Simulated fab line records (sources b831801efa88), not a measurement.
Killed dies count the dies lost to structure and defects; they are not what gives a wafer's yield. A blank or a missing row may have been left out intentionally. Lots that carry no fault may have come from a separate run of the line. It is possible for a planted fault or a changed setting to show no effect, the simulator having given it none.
Which of the tools did it? -- flow gf180mcu -- route of 602 steps, sampled at 1 step: 11 lots, 33 wafers

## WHAT EACH GAUGE READ, for each wafer
GF_V4_RS_MEAS_24: measurement is done with a four-point probe.
lot,measured,on,V4_W_RS (ohm/sq)
L705,day 24 21:11,film_metro-01,0.324 0.324 0.327
L707,day 25 07:44,film_metro-01,0.330 0.329 0.328
L709,day 26 05:59,film_metro-04,0.325 0.326 0.323
L710,day 26 14:22,film_metro-04,0.329 0.329 0.328
L712,day 27 05:49,film_metro-04,0.328 0.327 0.327
L713,day 27 12:16,film_metro-02,0.327 0.328 0.326
L714,day 27 20:07,film_metro-02,0.326 0.330 0.323
L715,day 27 22:44,film_metro-02,0.322 0.322 0.322
L716,day 28 12:44,film_metro-02,0.325 0.328 0.327
L717,day 28 14:14,film_metro-04,0.329 0.327 0.327
L726,day 30 23:25,film_metro-01,0.327 0.329 0.325

## EACH LOT AND THE TOOL THAT RAN IT (in order: tool; ch and the chambers of the sampled wafers; start)
No process step before these readings appears in the record.

## WHAT THE TOOLS THEMSELVES READ (means of the sampled wafers that have a number; where no wafer has one, the mark that the record gives instead)
The record holds no such reading with a usual standard deviation.

## THE ANSWER, worked out from the rows above alone
Rule: the usual values come from the lots themselves. The widest of any qualifying gaps counts: lots, ordered by their means at a reading, are off when they make up no more than a third of the lots, leave a main group of 4 or more, and stand apart from it by 3 or more times the standard deviation of that group's means. If all means in a main group match to the digits the tables above print for the reading, that group is not used. Also off: a lot with no number at a reading for which 4 or more lots have one. Any other lot the step has rows for is counted as sound. Order of review: gauges by route order, followed by the tools' own readings, for which a lot's mean as printed above is used. At the first step where some lot is off, the reading lying furthest off is the one used; lots without a number count as furthest.
Across all readings shown, no lot is off: no conclusion can be drawn from this.

## WHAT THE SIMULATOR HAD INSERTED
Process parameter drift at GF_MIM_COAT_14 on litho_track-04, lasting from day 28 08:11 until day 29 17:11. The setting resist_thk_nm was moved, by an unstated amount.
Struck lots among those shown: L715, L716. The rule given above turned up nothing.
